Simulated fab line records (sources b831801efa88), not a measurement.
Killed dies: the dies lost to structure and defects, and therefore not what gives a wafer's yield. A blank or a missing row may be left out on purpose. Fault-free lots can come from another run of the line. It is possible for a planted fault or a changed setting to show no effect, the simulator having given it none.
Code-filled problem report in 8D (eight disciplines) form -- flow sky130 -- the parts of the form that need people (team, actions taken, sign-off) are left out

## 1. THE PROBLEM
Mean of developer_temp_C at SKY_SD_P_DEVELOP_06: 20.73 C across 6 wafers in 2 lots; on wafers with no fault it is 23.00 C (standard deviation 0.094). That is -24 standard deviations from the usual mean.
The step: develop time 60 s.
Seen first at day 29 17:23 on litho_track-03, wafer L781.2. The record has a number at this step for 18 wafers belonging to 6 lots. Rule for "out" (also "out of limits"): further than 4 standard deviations from the usual mean. The rest of the wafers with a number are treated as sound.

## 2. WHAT THIS IS AND IS NOT
question,is,is not
which readings at this step,developer_temp_C,-
which lots,"L781, L784","L773, L779, L786, L793"
which wafers of those lots,all that have a number,-
read on which tools,litho_track-03,litho_track-02
when,from day 29 17:23,"up to then (6 sound wafers); but 6 sound wafers of L786, L793 came after"

## 3. THE SUSPECTS, EACH WITH WHAT RULES IT OUT
Counting: a tool at a process step up to the reading stays a suspect if it ran every lot that is out and no sound lot after the first of them.
- rie_diel-03 at SKY_POLY_CUT_ETCH_10 (etches BARC in N2/H2, stops on SiO2, time 45.9 s, target depth 60 nm): kept. All lots that are out passed through it, beginning with L781 at day 28 12:59, and no sound lot followed; its final sound lot before that point was L773 at day 25 15:57.
- rie_diel-03 at SKY_POLY_CUT_ETCH_11 (etches Si3N4 in CF4/CH2F2/Ar, stops on poly-Si, time 42.5 s, target depth 60 nm): kept. All lots that are out passed through it, beginning with L781 at day 28 13:01, and no sound lot followed; its final sound lot before that point was L773 at day 25 16:00.
- litho_track-03 at SKY_SD_P_DEVELOP_06 (develop time 60 s): kept. All lots that are out passed through it, beginning with L781 at day 29 17:23, and no sound lot followed; its final sound lot before that point was L773 at day 26 21:22. On those wafers its own readings are out: developer_temp_C.
Left after counting: rie_diel-03 at SKY_POLY_CUT_ETCH_10, rie_diel-03 at SKY_POLY_CUT_ETCH_11, litho_track-03 at SKY_SD_P_DEVELOP_06.

## 4. THE CAUSE (what the simulator had put in)
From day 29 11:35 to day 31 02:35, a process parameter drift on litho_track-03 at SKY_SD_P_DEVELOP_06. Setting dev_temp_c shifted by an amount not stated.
Of the 3 suspects that counting leaves, this tool is one.

## 5. THE EFFECT CHAIN, in route order
Each row: a reading where the mean over the struck wafers with a number is more than 3 standard deviations away from the usual. Only readings for which the record gives a usual standard deviation are gone through. hours: the time from each lot's start at the first step in this table that gives one to its start at this step, as a median over the lots. sigmas: the change in usual standard deviations.
hours,step,reading,usual,on struck wafers,change,sigmas
0,SKY_SD_P_DEVELOP_06,developer_temp_C,23.00 C,20.73,-2.27,-24
Here are the process steps it includes:
- SKY_SD_P_DEVELOP_06: develop time 60 s.
Later steps that measure or inspect, where all struck wafers having a row at the step show a number for every such reading and not one has moved that far: SKY_SD_P_CD_MEAS_07.

## 6. WHAT WOULD HAVE CAUGHT IT SOONER
The fault began at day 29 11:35; the first out-of-limits reading in this record came at day 29 17:23, 6 hours later.
